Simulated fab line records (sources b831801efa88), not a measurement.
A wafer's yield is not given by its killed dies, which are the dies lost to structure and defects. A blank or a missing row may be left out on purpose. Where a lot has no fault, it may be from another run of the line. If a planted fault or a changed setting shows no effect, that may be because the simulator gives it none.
A lot that was struck, set against a sound lot | flow sky130 | 14 out of 708 route steps
Sound: the wafers L292.2, L292.3, L292.4. The struck wafers were L298.1, L298.2, L298.4. The cause comes at the end.
Order at every step that has rows: each side's tool, ch and its chambers, its first start. Under that, the readings that differ: sound wafers | struck wafers | difference of the means | sigmas: that difference in standard deviations of wafers without a fault.
alike: readings whose means differ by less than 2 such deviations, and words and numbers that are the same on both sides. not compared: withheld readings, readings that some wafer has no value for, bounds like >300 that may hide the same value, and numbers for which the record gives no deviation and whose values overlap.
Wherever a step has rows on one side only, a row that says differs or no value, or a row with sigmas, the two part there. Non-overlapping numbers with no deviation appear without sigmas and do not part them. A reading that every wafer of one side lacks parts them only if that side has two wafers or more.

first, 3 steps without rows for these wafers: SKY_POLY_CUT_EXPOSE_05 (exposes mask NPCM, target cd 270 nm); SKY_POLY_CUT_PEB_06; SKY_POLY_CUT_DEVELOP_07 (develop time 60 s).
SKY_POLY_CUT_CD_MEAS_08 targets a cd of 270 nm.
  struck on cdSem-02, day 29 22:18; sound on cdSem-02, day 27 20:04
  alike: cdNm
SKY_POLY_CUT_OVL_MEAS_09:
  struck on overlay-01, day 29 22:25; sound on overlay-02, day 27 20:11
  alike: POLY_CUT_OVL
SKY_POLY_CUT_ETCH_10: etches BARC in N2/H2, stops on SiO2, time 45.9 s, target depth 60 nm.
  sound on rieDiel-02 ch 0,1,2, day 27 20:13; struck on rieDiel-02 ch 0,1,3, day 29 22:28
  alike: drypumpMotorCurrentA, oesProductAu, throttleValvePct
  not compared: rfHoursCounterH
SKY_POLY_CUT_ETCH_11: etches Si3N4 in CF4/CH2F2/Ar, stops on poly-Si, time 42.5 s, target depth 60 nm.
  sound on rieDiel-02 ch 0,1,2, day 27 20:15; struck on rieDiel-02 ch 0,1,3, day 29 22:30
reading             | sound             | struck            | difference | sigmas
oesProductAu (a.u.) | 0.832 0.850 0.838 | 0.832 0.826 0.814 | -0.016     | -2
  alike: drypumpMotorCurrentA, throttleValvePct
  not compared: rfHoursCounterH
SKY_POLY_CUT_STRIP_12: strips in O2/N2.
  sound on plasmaAsher-01 ch 0,1, day 27 20:17; struck on plasmaAsher-01 ch 0,1, day 29 22:32
  alike: drypumpMotorCurrentA, oesProductAu, stripTimeToEndpointS
  not compared: rfHoursCounterH
then, 4 steps without rows for these wafers: SKY_SD_P_DEHYDRATE_00 (time 60 s); SKY_SD_P_HMDS_01 (prime time 60 s); SKY_SD_P_COAT_02 (resist thk 1140 nm); SKY_SD_P_SOFTBAKE_03 (time 60 s).
SKY_SD_P_EXPOSE_04: exposes mask PSDM, target cd 380 nm.
  sound on ilineStepper-02 ch 0, day 28 11:09; struck on ilineStepper-01, day 30 12:49
  no value came back on the struck wafers for exposureDoseMJCm2, focusOffsetNm (nm); on the sound wafers exposureDoseMJCm2 reads 138.19 137.98 138.08
  alike: mask
after that, 1 step had no rows for these wafers: SKY_SD_P_PEB_05.

== WHERE THEY PART ==
At SKY_POLY_CUT_ETCH_11 first; at SKY_SD_P_EXPOSE_04 last (within this record only).

WHY: the cause the simulator had injected
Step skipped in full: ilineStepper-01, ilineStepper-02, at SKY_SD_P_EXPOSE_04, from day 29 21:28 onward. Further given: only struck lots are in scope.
